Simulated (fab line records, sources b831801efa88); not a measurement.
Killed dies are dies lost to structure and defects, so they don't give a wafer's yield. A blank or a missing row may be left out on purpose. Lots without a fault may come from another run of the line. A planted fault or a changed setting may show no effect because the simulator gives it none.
fab line records | flow sky130
record lots=24 wafers=72 last_day=50
route steps=708 shown CONTACT@420 METAL1@438 VIA2@508 VIA4@657 PASSIVATION@683
lots that met no fault: from a run of the same line without faults
start_h: hours from the record's first day to the start of the lot's first wafer shown | wait_h: hours since the lot's step before | " the same as in the row above | L1.1+2: a row that stands for several wafers | - no value, or no start given | * or withheld: withheld | < > ~ a bound
route shown NAME@n: a module of which the file shows steps, and the number in the route of the first | usual: mean/standard deviation of fault-free wafers | same: alike in all rows | chamber/n: place in a boat | sites: the reading at each site | _std_site: their standard deviation | _edge_site: outer sites' mean less inner sites' | radius_mm: how far each site lies from the wafer's centre | mask NAME#n: copy n | behind: the tool/chamber that last shaped the wafer | hold: why the lot was held/for how many hours/how that ended | device: the transistor (n, p or np) that didn't switch | end of line: the same wafers' tests at the end of the route | a step without rows: its recipe alone | killed: dies lost to structure and defects at the first sort, not the wafer's yield | map: a wafer's dies, x killed, . not, _ none there
set.NAME: the setting as run; set.NAME@STEP: as run at that earlier step | model.NAME: the simulator's own value behind a step, which no gauge read
steps of the route over a sample of lots; a table a step, a row a wafer
services: from which hour (start_h, from the record's first day; less than 0 if before it) a tool's chamber was out of use, for how many hours, and why
## steps
# step SKY_CONTACT_CD_MEAS_14
# recipe target_cd_nm=170
# usual cd_nm=170.5/1.5
# columns lot.wafer tool chamber start_h wait_h cd_nm
L074.1 cd_sem-02 - 747.73 - 169.5
L074.5 " - " " 170.6
L074.6 " - " " 170.0
L075.2 cd_sem-02 - 766.50 - 171.6
L075.4 " - " " 170.9
L075.5 " - " " 170.7
L077.4 cd_sem-01 - 768.49 - 171.5
L077.5 " - " " 172.7
L077.6 " - " " 170.6
L076.1 cd_sem-02 - 771.48 - 170.0
L076.2 " - " " 169.9
L076.6 " - " " 170.5
L079.1 cd_sem-01 - 784.58 - 171.1
L079.5 " - " " 171.3
L079.6 " - " " 169.2
L080.1 cd_sem-01 - 787.88 - 168.2
L080.5 " - " " 168.4
L080.6 " - " " 170.2
L078.2 cd_sem-01 - 790.95 - 170.9
L078.4 " - " " 170.4
L078.5 " - " " 169.8
L081.3 cd_sem-01 - 796.62 - 172.2
L081.4 " - " " 170.1
L081.6 " - " " 171.4
L082.1 cd_sem-02 - 801.73 - 170.7
L082.2 " - " " 171.7
L082.4 " - " " 170.6
L083.2 cd_sem-02 - 816.70 - 169.6
L083.4 " - " " 171.3
L083.6 " - " " 170.9
L084.1 cd_sem-02 - 822.83 - 169.5
L084.5 " - " " 169.0
L084.6 " - " " 169.2
L085.2 cd_sem-01 - 831.30 - 171.0
L085.4 " - " " 171.6
L085.5 " - " " 169.9
L087.2 cd_sem-01 - 833.30 - 168.0
L087.3 " - " " 168.0
L087.6 " - " " 169.0
L086.2 cd_sem-01 - 834.60 - 169.6
L086.3 " - " " 169.8
L086.6 " - " " 168.3
L088.1 cd_sem-01 - 853.18 - 170.0
L088.2 " - " " 168.9
L088.3 " - " " 170.1
L089.1 cd_sem-01 - 858.33 - 171.5
L089.5 " - " " 171.3
L089.6 " - " " 171.0
L090.1 cd_sem-01 - 868.53 - 171.1
L090.3 " - " " 172.6
L090.6 " - " " 172.3
L091.3 cd_sem-02 - 868.92 - 167.2
L091.5 " - " " 168.2
L091.6 " - " " 168.8
L092.2 cd_sem-02 - 881.50 - 172.2
L092.5 " - " " 172.0
L092.6 " - " " 171.7
L093.1 cd_sem-01 - 884.73 - 173.0
L093.2 " - " " 171.7
L093.4 " - " " 171.2
L094.1 cd_sem-01 - 890.83 - 171.3
L094.4 " - " " 170.4
L094.5 " - " " 171.9
L095.1 cd_sem-02 - 892.93 - 171.2
L095.5 " - " " 171.7
L095.6 " - " " 171.8
L096.2 cd_sem-02 - 905.00 - 169.3
L096.4 " - " " 168.1
L096.5 " - " " 169.0
L097.3 cd_sem-02 - 909.67 - 172.1
L097.4 " - " " 173.8
L097.5 " - " " 172.5
# step SKY_CONTACT_ETCH_18
# recipe target=Si3N4 chemistry=CHF3/O2 stop_on=TiN source_w=600 bias_w=200 pressure_mtorr=40 chf3_flow_sccm=50 O2_flow_sccm=5 time_s=39 target_depth_a=750
# usual O2_flow_sccm=5.001/0.013 chf3_flow_sccm=50.01/0.15 drypump_motor_current_A=5.9/0.47 oes_product_au=0.856/0.0077 throttle_valve_pct=8.793/0.0082
# same time_s=39
# columns lot.wafer tool chamber start_h wait_h O2_flow_sccm chf3_flow_sccm drypump_motor_current_A oes_product_au rf_hours_counter_h throttle_valve_pct
L074.1 rie_diel-02 2 - - 5.002 49.90 6.2 0.849 1 8.796
L074.5 " 0 " " 4.996 50.08 5.8 0.860 - 8.815
L074.6 " 1 " " 5.022 49.97 6.5 0.857 - 8.798
L075.2 rie_diel-03 2 - - 4.992 50.16 5.8 0.859 22 8.804
L075.4 " 1 " " 5.002 50.05 6.2 0.859 - 8.795
L075.5 " 0 " " 4.997 49.76 5.3 0.862 - 8.783
L077.4 rie_diel-02 1 - - 4.997 49.91 6.5 0.865 3 8.797
L077.5 " 0 " " 5.009 50.03 5.9 0.870 - 8.794
L077.6 " 3 " " 4.999 50.17 5.2 0.862 - 8.797
L076.1 rie_diel-01 1 - - 4.994 49.76 6.6 0.848 33 8.796
L076.2 " 0 " " 4.996 49.87 5.8 0.847 11 8.786
L076.6 " 3 " " 4.992 50.19 5.2 0.854 - 8.798
L079.1 rie_diel-02 2 - - 5.013 49.97 6.2 0.856 2 8.782
L079.5 " 3 " " 4.981 50.18 5.2 0.859 - 8.790
L079.6 " 0 " " 5.033 50.11 5.9 0.858 - 8.785
L080.1 rie_diel-02 2 - - 5.035 50.01 6.2 0.848 2 8.796
L080.5 " 1 " " 5.011 49.97 6.5 0.856 - 8.793
L080.6 " 0 " " 4.997 49.91 5.8 0.857 - 8.788
L078.2 rie_diel-03 0 - - 5.020 49.98 5.3 0.861 3 8.801
L078.4 " 3 " " 5.012 50.03 6.5 0.856 27 8.799
L078.5 " 1 " " 5.007 49.98 6.3 0.863 - 8.785
L081.3 rie_diel-03 2 - - 5.008 50.18 5.8 0.842 22 8.788
L081.4 " 3 " " 4.999 49.87 6.5 0.863 27 8.792
L081.6 " 1 " " 5.011 50.11 6.3 0.852 - 8.802
L082.1 rie_diel-01 0 - - 5.013 50.37 5.8 0.844 12 8.806
L082.2 " 3 " " 4.988 49.97 5.2 0.853 15 8.798
L082.4 " 2 " " 5.003 50.09 6.1 0.860 33 8.789
L083.2 rie_diel-03 2 - - 5.008 50.02 5.7 0.847 23 8.804
L083.4 " 0 " " 4.992 49.95 5.2 0.851 - 8.782
L083.6 " 1 " " 5.011 50.21 6.2 0.873 - 8.807
L084.1 rie_diel-01 2 - - 4.996 50.30 6.1 0.859 33 8.797
L084.5 " 2 " " 5.014 49.80 6.1 0.858 - 8.790
L084.6 " 3 " " 4.988 49.93 5.2 0.867 - 8.788
L085.2 rie_diel-02 1 - - 5.000 49.97 6.5 0.865 5 8.801
L085.4 " 3 " " 5.008 50.24 5.2 0.858 6 8.794
L085.5 " 2 " " 5.019 49.93 6.2 0.863 - 8.805
L087.2 rie_diel-02 0 - - 4.978 50.24 5.8 0.850 11 8.799
L087.3 " 3 " " 4.996 49.81 5.2 0.856 6 8.783
L087.6 " 3 " " 4.989 49.78 5.2 0.851 - 8.792
L086.2 rie_diel-01 2 - - 4.997 50.07 6.1 0.857 34 8.789
L086.3 " 0 " " 5.020 49.92 5.8 0.857 13 8.802
L086.6 " 3 " " 5.015 50.03 5.2 0.873 - 8.811
L088.1 rie_diel-03 0 - - 4.990 49.81 5.2 0.855 5 8.796
L088.2 " 1 " " 4.997 49.88 6.2 0.857 16 8.787
L088.3 " 2 " " 5.031 50.13 5.7 0.859 24 8.791
L089.1 rie_diel-03 0 - - 5.016 49.86 5.3 0.848 5 8.797
L089.5 " 0 " " 4.986 50.03 5.2 0.855 - 8.798
L089.6 " 2 " " 4.958 49.95 5.7 0.852 - 8.801
L090.1 rie_diel-01 2 - - 4.981 49.94 6.1 0.847 1 8.789
L090.3 " 3 " " 4.996 50.21 5.2 0.849 17 8.790
L090.6 " 0 " " 4.992 50.09 5.8 0.853 - 8.786
L091.3 rie_diel-03 3 - - 5.008 49.66 6.5 0.857 0 8.793
L091.5 " 2 " " 4.999 49.99 5.8 0.861 - 8.791
L091.6 " 3 " " 4.993 49.98 6.5 0.856 - 8.802
L092.2 rie_diel-01 2 - - 5.011 49.93 6.1 0.845 1 8.806
L092.5 " 0 " " 4.997 49.84 5.8 0.857 - 8.794
L092.6 " 1 " " 4.996 50.04 6.7 0.865 - 8.793
L093.1 rie_diel-03 1 - - 4.996 49.97 6.3 0.847 17 8.798
L093.2 " 3 " " 5.010 50.11 6.5 0.845 0 8.790
L093.4 " 2 " " 5.016 49.81 5.8 0.861 25 8.785
L094.1 rie_diel-03 1 - - 4.991 49.97 6.3 0.858 18 8.791
L094.4 " 0 " " 4.999 49.74 5.2 0.862 6 8.798
L094.5 " 0 " " 5.009 49.88 5.3 0.859 - 8.789
L095.1 rie_diel-02 2 - - 5.017 50.15 6.2 0.855 6 8.778
L095.5 " 3 " " 4.977 50.10 5.2 0.867 - 8.800
L095.6 " 0 " " 4.993 49.98 5.8 0.865 - 8.781
L096.2 rie_diel-01 0 - - 4.989 50.02 5.8 0.838 15 8.775
L096.4 " 0 " " 4.999 50.22 5.8 0.850 - 8.798
L096.5 " 3 " " 4.992 50.33 5.1 0.865 - 8.800
L097.3 rie_diel-03 3 - - 4.996 49.81 6.5 0.861 1 8.808
L097.4 " 1 " " 4.984 49.90 6.3 0.862 18 8.806
L097.5 " 0 " " 5.003 49.98 5.3 0.860 - 8.796
# step SKY_METAL1_SPUTTER_04
# recipe material=TiN target_thk_nm=70 power_w=6500 time_s=58.3 chamber_pressure_pa=0.4
# usual throttle_valve_pct=29.7/1
# same time_s=58.3
# columns lot.wafer tool chamber start_h wait_h throttle_valve_pct
L074.1 pvd_sputter-03 - 749.35 0.0 30.0
L074.5 " - " " 27.8
L074.6 " - " " 29.9
L075.2 pvd_sputter-01 - 768.14 0.0 31.5
L075.4 " - " " 28.7
L075.5 " - " " 30.0
L077.4 pvd_sputter-02 - 770.17 0.0 30.0
L077.5 " - " " 29.9
L077.6 " - " " 31.3
L076.1 pvd_sputter-03 - 773.10 0.0 27.9
L076.2 " - " " 30.1
L076.6 " - " " 27.9
L079.1 pvd_sputter-02 - 786.20 0.0 31.0
L079.5 " - " " 29.8
L079.6 " - " " 28.8
L080.1 pvd_sputter-01 - 789.50 0.0 31.4
L080.5 " - " " 30.3
L080.6 " - " " 28.4
L078.2 pvd_sputter-02 - 792.65 0.0 29.7
L078.4 " - " " 28.4
L078.5 " - " " 29.7
L081.3 pvd_sputter-01 - 798.57 0.0 28.6
L081.4 " - " " 30.5
L081.6 " - " " 28.2
L082.1 pvd_sputter-01 - 803.38 0.0 30.4
L082.2 " - " " 28.7
L082.4 " - " " 30.4
L083.2 pvd_sputter-03 - 818.34 0.0 30.0
L083.4 " - " " 29.8
L083.6 " - " " 27.7
L084.1 pvd_sputter-03 - 824.49 0.0 27.8
L084.5 " - " " 27.6
L084.6 " - " " 29.9
L085.2 pvd_sputter-01 - 832.94 0.0 30.3
L085.4 " - " " 28.7
L085.5 " - " " 30.0
L087.2 pvd_sputter-01 - 834.91 0.0 29.9
L087.3 " - " " 30.4
L087.6 " - " " 30.5
L086.2 pvd_sputter-03 - 836.21 0.0 29.7
L086.3 " - " " 29.8
L086.6 " - " " 27.7
L088.1 pvd_sputter-01 - 855.71 0.0 29.8
L088.2 " - " " 28.6
L088.3 " - " " 31.5
L089.1 pvd_sputter-03 - 859.96 0.0 27.7
L089.5 " - " " 29.9
L089.6 " - " " 27.8
L090.1 pvd_sputter-03 - 870.19 0.0 29.8
L090.3 " - " " 29.7
L090.6 " - " " 30.0
L091.3 pvd_sputter-01 - 870.51 0.0 28.7
L091.5 " - " " 30.3
L091.6 " - " " 29.9
L092.2 pvd_sputter-03 - 883.15 0.0 29.7
L092.5 " - " " 30.0
L092.6 " - " " 29.8
L093.1 pvd_sputter-01 - 886.36 0.0 30.5
L093.2 " - " " 31.5
L093.4 " - " " 29.8
L094.1 pvd_sputter-01 - 892.48 0.0 30.6
L094.4 " - " " 31.4
L094.5 " - " " 30.7
L095.1 pvd_sputter-02 - 894.55 0.0 28.7
L095.5 " - " " 30.7
L095.6 " - " " 28.5
L096.2 pvd_sputter-01 - 906.64 0.0 30.2
L096.4 " - " " 31.6
L096.5 " - " " 30.2
L097.3 pvd_sputter-02 - 911.26 0.0 30.9
L097.4 " - " " 29.9
L097.5 " - " " 30.2
# step SKY_VIA2_THK_MEAS_01
# recipe reads=SiO2_of_VIA2_HDPCVD_00
# usual VIA2_HDPCVD_THK=1176/11
# columns lot.wafer tool chamber start_h wait_h VIA2_HDPCVD_THK[nm]
L074.1 film_metro-01 - 832.72 0.1 1194
L074.5 " - " " 1196
L074.6 " - " " 1183
L075.2 film_metro-01 - 851.90 0.1 1174
L075.4 " - " " 1186
L075.5 " - " " 1173
L077.4 film_metro-01 - 853.70 0.0 1192
L077.5 " - " " 1180
L077.6 " - " " 1173
L076.1 film_metro-02 - 856.64 0.1 1189
L076.2 " - " " 1190
L076.6 " - " " 1191
L079.1 film_metro-03 - 868.98 0.1 1181
L079.5 " - " " 1174
L079.6 " - " " 1176
L080.1 film_metro-01 - 873.56 0.1 1178
L080.5 " - " " 1161
L080.6 " - " " 1190
L078.2 film_metro-02 - 876.35 0.1 1198
L078.4 " - " " 1175
L078.5 " - " " 1190
L081.3 film_metro-03 - 881.13 0.1 1160
L081.4 " - " " 1186
L081.6 " - " " 1162
L082.1 film_metro-02 - 885.97 0.1 1154
L082.2 " - " " 1169
L082.4 " - " " 1171
L083.2 film_metro-01 - 901.62 0.1 1179
L083.4 " - " " 1176
L083.6 " - " " 1167
L084.1 film_metro-01 - 905.83 0.1 1175
L084.5 " - " " 1165
L084.6 " - " " 1169
L085.2 film_metro-01 - 914.84 0.1 1176
L085.4 " - " " 1155
L085.5 " - " " 1172
L087.2 film_metro-02 - 916.91 0.1 1174
L087.3 " - " " 1181
L087.6 " - " " 1179
L086.2 film_metro-02 - 918.37 0.1 1184
L086.3 " - " " 1200
L086.6 " - " " 1179
L088.1 film_metro-03 - 936.79 0.1 1186
L088.2 " - " " 1171
L088.3 " - " " 1184
L089.1 film_metro-02 - 940.43 0.1 1191
L089.5 " - " " 1185
L089.6 " - " " 1187
L090.1 film_metro-03 - 949.18 0.1 1171
L090.3 " - " " 1171
L090.6 " - " " 1164
L091.3 film_metro-02 - 951.38 0.1 1170
L091.5 " - " " 1147
L091.6 " - " " 1164
L092.2 film_metro-02 - 962.54 0.1 1166
L092.5 " - " " 1189
L092.6 " - " " 1171
L093.1 film_metro-01 - 965.42 0.1 1171
L093.2 " - " " 1174
L093.4 " - " " 1176
L094.1 film_metro-03 - 970.34 0.1 1177
L094.4 " - " " 1163
L094.5 " - " " 1183
L095.1 film_metro-02 - 972.33 0.1 1165
L095.5 " - " " 1165
L095.6 " - " " 1162
L096.2 film_metro-01 - 983.99 0.1 1185
L096.4 " - " " 1190
L096.5 " - " " 1162
L097.3 film_metro-03 - 988.45 0.1 1165
L097.4 " - " " 1158
L097.5 " - " " 1169
# step SKY_VIA4_CVD_18
# recipe material=W target_thk_nm=505 time_s=152.14 temp_c=400 pressure_torr=40
# usual heater_power_outer_w=579/65 heater_power_w=920/52
# same time_s=152.14
# columns lot.wafer tool chamber start_h wait_h heater_power_outer_w heater_power_w
L074.1 cvd_w-01 1 1015.73 0.0 666 970
L074.5 " 1 " " 678 994
L074.6 " 0 " " 511 832
L077.4 cvd_w-02 1 1041.84 0.1 618 960
L077.5 " 1 " " 608 977
L077.6 " 0 " " 528 909
L075.2 cvd_w-01 1 1042.12 0.0 662 975
L075.4 " 0 " " 513 861
L075.5 " 0 " " 508 839
L076.1 cvd_w-02 1 1042.42 0.0 602 939
L076.2 " 0 " " 530 884
L076.6 " 1 " " 604 956
L079.1 cvd_w-01 1 1045.75 0.0 672 970
L079.5 " 1 " " 672 987
L079.6 " 0 " " 509 826
L080.1 cvd_w-01 0 1049.94 0.0 504 861
L080.5 " 1 " " 664 963
L080.6 " 0 " " 509 852
L078.2 cvd_w-02 0 1054.84 0.0 526 895
L078.4 " 0 " " 516 885
L078.5 " 1 " " 611 964
L081.3 cvd_w-01 0 1057.38 0.1 521 865
L081.4 " 1 " " 665 977
L081.6 " 1 " " 679 966
L082.1 cvd_w-02 0 1061.29 0.0 532 899
L082.2 " 1 " " 597 936
L082.4 " 1 " " 597 958
L083.2 cvd_w-02 1 1075.24 0.0 590 944
L083.4 " 1 " " 597 960
L083.6 " 1 " " 605 968
L084.1 cvd_w-02 1 1078.44 0.0 584 930
L084.5 " 0 " " 528 899
L084.6 " 1 " " 585 958
L085.2 cvd_w-02 1 1087.95 0.0 596 961
L085.4 " 1 " " 598 957
L085.5 " 0 " " 512 926
L087.2 cvd_w-02 0 1088.54 0.0 530 898
L087.3 " 0 " " 521 913
L087.6 " 1 " " 614 935
L086.2 cvd_w-01 1 1088.69 0.0 695 981
L086.3 " 1 " " 642 967
L086.6 " 1 " " 676 973
L088.1 cvd_w-02 0 1110.04 0.0 519 919
L088.2 " 1 " " 605 941
L088.3 " 1 " " 612 964
L089.1 cvd_w-02 0 1111.94 0.0 520 898
L089.5 " 0 " " 517 905
L089.6 " 1 " " 602 967
L090.1 cvd_w-01 1 1114.59 0.0 662 997
L090.3 " 1 " " 673 997
L090.6 " 0 " " 518 842
L091.3 cvd_w-01 1 1116.90 0.1 671 975
L091.5 " 0 " " 516 849
L091.6 " 1 " " 672 966
L092.2 cvd_w-01 1 1123.55 0.0 658 993
L092.5 " 0 " " 515 859
L092.6 " 1 " " 669 987
L093.1 cvd_w-02 1 1127.38 0.0 609 944
L093.2 " 0 " " 530 887
L093.4 " 1 " " 620 944
L094.1 cvd_w-01 1 1130.79 0.0 679 954
L094.4 " 1 " " 658 982
L094.5 " 0 " " 526 851
L095.1 cvd_w-01 0 1132.06 0.0 500 842
L095.5 " 1 " " 666 993
L095.6 " 0 " " 517 851
L096.2 cvd_w-01 1 1143.13 0.0 670 980
L096.4 " 1 " " 687 977
L096.5 " 0 " " 507 868
L097.3 cvd_w-02 1 1148.29 0.1 609 954
L097.4 " 0 " " 536 891
L097.5 " 1 " " 597 950
# step SKY_PASSIVATION_CVD_02
# recipe material=Si3N4 target_thk_nm=540 temp_c=400 time_s=withheld rf_w=437.2
# usual heater_power_outer_w=410/48 heater_power_w=699/68
# columns lot.wafer tool chamber start_h wait_h heater_power_outer_w heater_power_w
L074.1 pecvd-01 2 1041.08 0.1 437 751
L074.5 " 1 " " 457 734
L074.6 " 2 " " 324 626
L077.4 pecvd-04 2 1065.92 0.1 452 755
L077.5 " 0 " " 390 679
L077.6 " 1 " " 406 723
L075.2 pecvd-01 2 1066.14 0.0 415 737
L075.4 " 0 " " 373 640
L075.5 " 2 " " 442 745
L076.1 pecvd-02 2 1066.48 0.1 372 632
L076.2 " 1 " " 415 632
L076.6 " 2 " " 397 702
L079.1 pecvd-01 0 1069.80 0.1 353 625
L079.5 " 1 " " 452 714
L079.6 " 0 " " 278 505
L080.1 pecvd-02 2 1073.08 0.1 360 639
L080.5 " 1 " " 341 520
L080.6 " 0 " " 410 698
L078.2 pecvd-04 1 1077.18 0.0 444 772
L078.4 " 2 " " 476 750
L078.5 " 0 " " 367 690
L081.3 pecvd-04 2 1080.70 0.0 365 635
L081.4 " 2 " " 392 658
L081.6 " 0 " " 431 761
L082.1 pecvd-01 2 1084.82 0.1 404 734
L082.2 " 1 " " 462 773
L082.4 " 0 " " 332 595
L083.2 pecvd-04 0 1095.66 0.0 388 688
L083.4 " 1 " " 443 752
L083.6 " 0 " " 402 712
L084.1 pecvd-02 0 1103.98 0.1 516 827
L084.5 " 1 " " 337 538
L084.6 " 0 " " 530 862
L085.2 pecvd-04 2 1112.05 0.0 432 697
L085.4 " 0 " " 372 720
L085.5 " 2 " " 445 732
L087.2 pecvd-02 2 1112.62 0.0 401 715
L087.3 " 1 " " 404 647
L087.6 " 2 " " 320 550
L086.2 pecvd-01 0 1113.11 0.0 351 604
L086.3 " 1 " " 441 727
L086.6 " 0 " " 368 636
L088.1 pecvd-01 0 1131.12 0.1 322 573
L088.2 " 1 " " 465 746
L088.3 " 2 " " 409 739
L089.1 pecvd-04 2 1133.93 0.1 405 669
L089.5 " 1 " " 400 698
L089.6 " 0 " " 434 756
L090.1 pecvd-04 0 1136.31 0.1 429 756
L090.3 " 2 " " 420 689
L090.6 " 1 " " 466 795
L091.3 pecvd-02 0 1138.13 0.0 465 780
L091.5 " 0 " " 501 807
L091.6 " 2 " " 379 671
L092.2 pecvd-02 0 1144.13 0.0 456 745
L092.5 " 1 " " 406 652
L092.6 " 0 " " 488 787
L093.1 pecvd-04 1 1147.64 0.1 398 713
L093.2 " 0 " " 394 705
L093.4 " 1 " " 425 719
L094.1 pecvd-01 2 1152.38 0.1 381 674
L094.4 " 0 " " 330 619
L094.5 " 2 " " 390 705
L095.1 pecvd-04 1 1154.74 0.1 352 649
L095.5 " 0 " " 434 770
L095.6 " 1 " " 384 684
L096.2 pecvd-04 0 1161.59 0.0 335 632
L096.4 " 2 " " 459 750
L096.5 " 1 " " 439 749
L097.3 pecvd-04 0 1165.23 0.0 425 773
L097.4 " 2 " " 432 707
L097.5 " 0 " " 451 765
## services
# columns tool chamber start_h hours kind
pecvd-04 - 738.27 28.1 pm
rie_diel-03 3 755.81 12.8 repair
rie_diel-03 0 756.05 4.8 repair
rie_diel-03 2 772.57 9.7 repair
rie_diel-03 3 782.22 5.8 repair
pvd_sputter-01 - 788.58 0.5 repair
rie_diel-03 0 802.44 6.3 repair
rie_diel-03 - 807.39 2.8 pm
cvd_w-02 1 816.78 3.1 repair
pvd_sputter-01 - 830.83 1.4 repair
cvd_w-01 - 843.77 2.8 pm
pecvd-04 - 848.06 2.8 pm
cvd_w-02 - 863.23 2.8 pm
cvd_w-01 - 904.00 14.0 pm
cvd_w-02 0 930.37 3.1 repair
cvd_w-02 - 978.84 4.3 pm
pvd_sputter-01 - 986.81 5.0 repair
pvd_sputter-01 - 994.27 3.0 repair
pvd_sputter-01 - 1001.47 4.3 repair
cvd_w-02 - 1005.61 28.1 pm
pvd_sputter-01 - 1026.42 1.4 repair
pvd_sputter-01 - 1061.81 15.0 repair
cvd_w-01 - 1068.46 14.6 pm
cvd_w-02 0 1141.15 3.4 repair
## key
fault none
